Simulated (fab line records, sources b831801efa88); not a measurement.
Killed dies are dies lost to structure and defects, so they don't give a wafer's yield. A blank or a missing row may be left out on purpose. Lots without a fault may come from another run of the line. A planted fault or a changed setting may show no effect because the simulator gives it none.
Chamber matching | flow sky130 | SKY_METAL4_ETCH_17 on rie_diel-02: 4 sister chambers
The step etches SiO2 in C4F8/O2/Ar, stops on TiN, time 3.9 s, target depth 15 nm. 14 wafers are shown with their chamber, then 6 later ones without.

WAFERS WITH THEIR CHAMBER
wafer  | chamber | oes_product_au (a.u.)
L757.2 | 3       | 0.761
L757.3 | 2       | 0.761
L757.4 | 1       | 0.771
L758.3 | 2       | 0.755
L758.5 | 0       | 0.754
L758.6 | 1       | 0.745
L760.1 | 2       | 0.752
L760.3 | 0       | 0.747
L760.5 | 1       | 0.760
L762.1 | 0       | 0.748
L762.3 | 2       | 0.753
L762.4 | 1       | 0.754
L765.2 | 2       | 0.739
L765.4 | 1       | 0.753

SIGNATURES (means of the wafers above)
reading        | chamber 0 | chamber 1 | chamber 2 | chamber 3 | scatter within a chamber
oes_product_au | 0.74967   | 0.75660   | 0.75200   | 0.76100   | 0.00814
Rule: a wafer's distance from a chamber is the root of the sum, over the readings, of the square of ((its reading less the chamber's mean) divided by the reading's scatter). The wafer belongs to the nearest chamber; if the next one is less than 2 further off, it can't be placed. The scatter: the root of (the sum of the squares of (reading less its chamber's mean) over the shown wafers, divided by (wafers less chambers)).

WAFERS WITHOUT THEIR CHAMBER
wafer  | oes_product_au (a.u.)
L765.6 | 0.748
L773.3 | 0.743
L773.6 | 0.747
L778.1 | 0.758
L778.4 | 0.765
L778.5 | 0.761

WHICH CHAMBER EACH WENT THROUGH
wafer  | from the rows above               | in truth
L765.6 | can't be placed: 0 or 2 or 1 or 3 | 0
L773.3 | can't be placed: 0 or 2 or 1 or 3 | 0
L773.6 | can't be placed: 0 or 2 or 1 or 3 | 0
L778.1 | can't be placed: 1 or 3 or 2 or 0 | 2
L778.4 | can't be placed: 3 or 1 or 2 or 0 | 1
L778.5 | can't be placed: 3 or 1 or 2 or 0 | 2
Placed correctly: 0 of 6. Can't be placed from these rows: 6 (the true chamber is among the candidates in 6). Placed wrongly: 0.
